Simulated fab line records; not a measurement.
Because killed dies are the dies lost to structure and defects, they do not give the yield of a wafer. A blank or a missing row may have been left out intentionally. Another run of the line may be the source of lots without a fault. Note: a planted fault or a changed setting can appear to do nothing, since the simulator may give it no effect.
Chamber matching / flow gf180mcu / GF_V4_ETCH_16 on rie_diel-04: 4 sister chambers
The step etches BARC in N2/H2. 4 wafers are shown with their chamber, then 8 later ones without.

WAFERS, EACH WITH ITS CHAMBER
wafer=L087.1; chamber=3; drypump_motor_current_A (A)=5.7
wafer=L091.5; chamber=1; drypump_motor_current_A (A)=5.2
wafer=L091.6; chamber=2; drypump_motor_current_A (A)=4.8
wafer=L093.2; chamber=0; drypump_motor_current_A (A)=6.1

WAFERS WITHOUT THEIR CHAMBER
wafer=L093.3; drypump_motor_current_A (A)=4.8
wafer=L093.5; drypump_motor_current_A (A)=5.3
wafer=L096.2; drypump_motor_current_A (A)=5.7
wafer=L096.3; drypump_motor_current_A (A)=4.8
wafer=L096.6; drypump_motor_current_A (A)=5.2
wafer=L097.1; drypump_motor_current_A (A)=4.9
wafer=L097.2; drypump_motor_current_A (A)=5.7
wafer=L097.5; drypump_motor_current_A (A)=5.2

EACH ONE'S CHAMBER
wafer=L093.3; from the rows above=2; in truth=2
wafer=L093.5; from the rows above=1; in truth=1
wafer=L096.2; from the rows above=3; in truth=3
wafer=L096.3; from the rows above=2; in truth=2
wafer=L096.6; from the rows above=1; in truth=1
wafer=L097.1; from the rows above=2; in truth=2
wafer=L097.2; from the rows above=3; in truth=3
wafer=L097.5; from the rows above=1; in truth=1
8 of 8 placed correctly. Number that these rows cannot place: 0. Wrongly placed: 0.
How it was worked out, from the rows above alone: a wafer's distance from a chamber is the root of the sum, over the readings, of the square of ((its reading less the chamber's mean) divided by the reading's scatter). The wafer belongs to the nearest chamber; if the next one is less than 2 further off, it can't be placed. For every chamber, the mean is computed from those of its wafers that are shown. The scatter: with one shown wafer a chamber, the root of the mean of the squares of how far each hidden wafer lies from its nearest shown one.
